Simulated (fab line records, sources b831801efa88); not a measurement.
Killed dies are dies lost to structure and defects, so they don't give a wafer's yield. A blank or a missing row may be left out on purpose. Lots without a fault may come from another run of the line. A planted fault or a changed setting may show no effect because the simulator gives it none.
A struck lot beside a sound one | flow sky130 | 28 steps out of a route of 708
Sound: wafers L847.1, L847.2, L847.5. Struck: wafers L852.4, L852.6. (L852.1 of the same lot was not struck and is left out.) The cause comes at the end.
At each step with rows: each side's tool, then ch and its chambers, then its first start. Under that, the readings that differ: sound wafers | struck wafers | difference of the means | sigmas: that difference in standard deviations of wafers without a fault.
alike: readings whose means differ by less than 2 such deviations, and words and numbers that are the same on both sides. not compared: withheld readings, readings that some wafer has no value for, bounds like >300 that may hide the same value, and numbers for which the record gives no deviation and whose values overlap.
The two part at a step that has a row with sigmas, a row that says differs or no value, or rows on one side only. Numbers that don't overlap but have no deviation are shown without sigmas and don't part them. A reading that every wafer of one side lacks parts them only if that side has two wafers or more.

SKY_VIA4_ETCH_12: etches SiO2 in C4F8/O2/Ar, stops on TiN, target depth 580 nm.
  sound on rie_diel-01 ch 0,1,2, day 44 12:13; struck on rie_diel-01 ch 1,2, day 45 08:36
  alike: oes_product_au
then, 4 steps without rows for these wafers: SKY_VIA4_STRIP_13 (strips in O2/N2); SKY_VIA4_STRIP_14 (strips in post etch residue remover, time 1200 s); SKY_VIA4_CLEAN_15 (cleans in IPA, time 180 s); SKY_VIA4_CLEAN_16 (cleans in O3/DIW).
SKY_VIA4_SPUTTER_17: material TiN, target thk 20 nm, time 80 s.
  sound on pvd_sputter-03, day 44 12:53; struck on pvd_sputter-02, day 45 09:18
  alike: throttle_valve_pct
SKY_VIA4_CVD_18: deposits W, target thk 505 nm, time 152.14 s.
  sound on cvd_w-01 ch 0,1, day 44 12:56; struck on cvd_w-02 ch 0, day 45 09:22
  alike: heater_power_outer_w, heater_power_w
SKY_VIA4_RS_MEAS_19: measures by four-point-probe.
  sound on film_metro-02, day 44 13:05; struck on film_metro-03, day 45 09:31
  alike: VIA4_W_RS
SKY_VIA4_THK_MEAS_20: measures by xrf.
  sound on film_metro-02, day 44 13:13; struck on film_metro-03, day 45 09:38
  alike: VIA4_W_THK
then, 1 step without rows for these wafers: SKY_VIA4_CMP_21 (polishes, stops on SiO2, t overpolish 25 s, target thk 0 nm).
SKY_METAL5_SPUTTER_00: material Ti, target thk 15 nm, time 10 s.
  sound on pvd_sputter-03, day 44 13:34; struck on pvd_sputter-03, day 45 09:59
  alike: throttle_valve_pct
then, 1 step without rows for these wafers: SKY_METAL5_SPUTTER_01 (material TiN, target thk 20 nm, time 16.7 s).
SKY_METAL5_SPUTTER_02: material AlCu, target thk 1150 nm, time 61.2 s.
  sound on pvd_sputter-03, day 44 13:37; struck on pvd_sputter-03, day 45 10:02
  reading                                     | sound          | struck      | difference | sigmas
  model.AlCu_of_METAL5_SPUTTER_02.thk_nm (nm) | 1136 1163 1169 | 775.8 739.5 | -398.4     |
  alike: throttle_valve_pct
then, 2 steps without rows for these wafers: SKY_METAL5_SPUTTER_03 (material Ti, target thk 5 nm, time 3.3 s); SKY_METAL5_SPUTTER_04 (material TiN, target thk 70 nm, time 58.3 s).
SKY_METAL5_RS_MEAS_05: measures by four-point-probe.
  sound on film_metro-01, day 44 13:44; struck on film_metro-04, day 45 10:10
  reading                 | sound                | struck        | difference | sigmas
  METAL5_ALCU_RS (ohm/sq) | 0.0274 0.0268 0.0267 | 0.0402 0.0422 | +0.0142    | +35
SKY_METAL5_THK_MEAS_06: measures by xrf.
  sound on film_metro-01, day 44 13:52; struck on film_metro-04, day 45 10:17
  reading              | sound          | struck  | difference | sigmas
  METAL5_ALCU_THK (nm) | 1144 1166 1174 | 775 739 | -404       | -22
then, 7 steps without rows for these wafers: SKY_METAL5_DEHYDRATE_07 (time 60 s); SKY_METAL5_HMDS_08 (prime time 60 s); SKY_METAL5_COAT_09 (resist thk 1800 nm); SKY_METAL5_SOFTBAKE_10 (time 60 s); SKY_METAL5_EXPOSE_11 (exposes mask MM5, target cd 1600 nm); SKY_METAL5_PEB_12; SKY_METAL5_DEVELOP_13 (develop time 60 s).
SKY_METAL5_DESCUM_14: chemistry O2, time 11 s.
  sound on rie_metal-04 ch 0,1, day 45 11:32; struck on rie_metal-04 ch 1, day 46 06:43
  alike: drypump_motor_current_A, oes_product_au
  not compared: rf_hours_counter_h
SKY_METAL5_METAL_ETCH_15: etches the open film in Cl2/BCl3, stops on SiO2, target depth 1260 nm, time 252 s.
  sound on rie_metal-04 ch 0,1, day 45 11:34; struck on rie_metal-04 ch 1, day 46 06:46
  reading               | sound             | struck      | difference | sigmas
  oes_product_au (a.u.) | 0.905 0.894 0.898 | 0.750 0.740 | -0.154     | -30
  alike: drypump_motor_current_A, throttle_valve_pct
  not compared: rf_hours_counter_h
then, 1 step without rows for these wafers: SKY_METAL5_STRIP_16 (strips in O2/N2).
SKY_PAD_OPEN_PROBE_99:
  sound on prober-01, day 47 08:01; struck on prober-02, day 48 01:50
  reading                      | sound                   | struck          | difference | sigmas
  killed_at_M0_to_M3           | 31 49 33                | 60 42           | +13        | +2
  sort_bin_6_memory (%)        | 5.1 6.3 4.7             | 7.1 7.7         | +2.0       | +2
  model.etest.met5.rs_ohm_sq   | 0.02762 0.02714 0.02678 | 0.04064 0.04222 | +0.01425   |
  model.etest.met5.line_ohm_um | 0.01739 0.01695 0.01694 | 0.02559 0.0267  | +0.00905   |
  alike: defect_limited_yield, killed_at_M4_up, killed_at_contacts, killed_at_front_end, killed_at_other, killed_dies, killed_open, killed_short, sort_bin_3_pad_short, sort_bin_5_function, sort_n_pass, sort_yield_pct

WHERE THEY PART
First at SKY_METAL5_RS_MEAS_05; last, within this record, at SKY_PAD_OPEN_PROBE_99.

WHY: what the simulator had put in
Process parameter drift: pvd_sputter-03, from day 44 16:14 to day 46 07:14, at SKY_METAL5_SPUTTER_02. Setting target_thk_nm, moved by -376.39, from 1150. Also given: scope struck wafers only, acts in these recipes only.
